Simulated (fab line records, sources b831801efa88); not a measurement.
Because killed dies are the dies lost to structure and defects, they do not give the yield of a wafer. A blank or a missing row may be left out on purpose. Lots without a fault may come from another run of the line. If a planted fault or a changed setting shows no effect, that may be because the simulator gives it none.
Which tool is to blame? | flow gf180mcu | 13 lots, 39 wafers sampled, at 1 step of a route of 602

## WHAT THE GAUGES SHOWED, per wafer
GF_SAB_OVL_MEAS_10. Usual: SAB_OVL typically reads 0.6 nm, with standard deviation 1.6.
lot  | measured     | on         | SAB_OVL (nm)   | flag
L853 | day 15 23:35 | overlay-01 | 0.6 0.4 0.3    |
L854 | day 16 02:49 | overlay-02 | 2.4 1.1 1.0    |
L855 | day 16 08:29 | overlay-02 | 0.5 0.7 1.1    |
L856 | day 16 17:16 | overlay-01 | 1.6 1.9 0.7    |
L857 | day 17 00:49 | overlay-01 | -0.2 2.2 1.9   |
L859 | day 18 03:59 | overlay-02 | 1.8 1.3 -0.5   |
L860 | day 18 07:59 | overlay-01 | 0.8 2.4 0.3    |
L865 | day 19 20:09 | overlay-01 | -1.2 -1.8 -1.3 |
L866 | day 20 06:22 | overlay-01 | 0.0 0.1 -1.6   |
L868 | day 20 22:59 | overlay-02 | -0.4 -0.7 0.8  |
L872 | day 22 03:44 | overlay-02 | -2.8 -2.2 -1.2 |
L873 | day 22 14:37 | overlay-01 | -0.2 -2.2 0.7  |
L874 | day 22 19:13 | overlay-01 | -0.8 0.0 1.1   |

## WHAT TOOL EACH LOT RAN ON (gives the tool, then ch and the chambers of the sampled wafers, and finally the start)
The record shows no process step preceding these readings.

## AS READ BY THE TOOLS THEMSELVES (means over the sampled wafers that have a number; for cases with no such wafer, the mark the record gives instead)
The record holds no such reading with a usual standard deviation.

## THE ANSWER, worked out from the rows above alone
Rule: a lot is off if the mean of its wafers that have a number lies more than 3 standard deviations from the usual mean. A lot without any number at a reading at which 4 lots or more have one is off too. The other lots that the step has rows for count as sound. Order of review: gauges by route order, followed by the tools' own readings, for which a lot's mean as printed above is used. At the first step where some lot is off, the reading lying furthest off is the one used; lots without a number count as furthest.
No lot is off on any of the readings shown, so nothing can be concluded from this.

## WHAT THE SIMULATOR HAD INSERTED
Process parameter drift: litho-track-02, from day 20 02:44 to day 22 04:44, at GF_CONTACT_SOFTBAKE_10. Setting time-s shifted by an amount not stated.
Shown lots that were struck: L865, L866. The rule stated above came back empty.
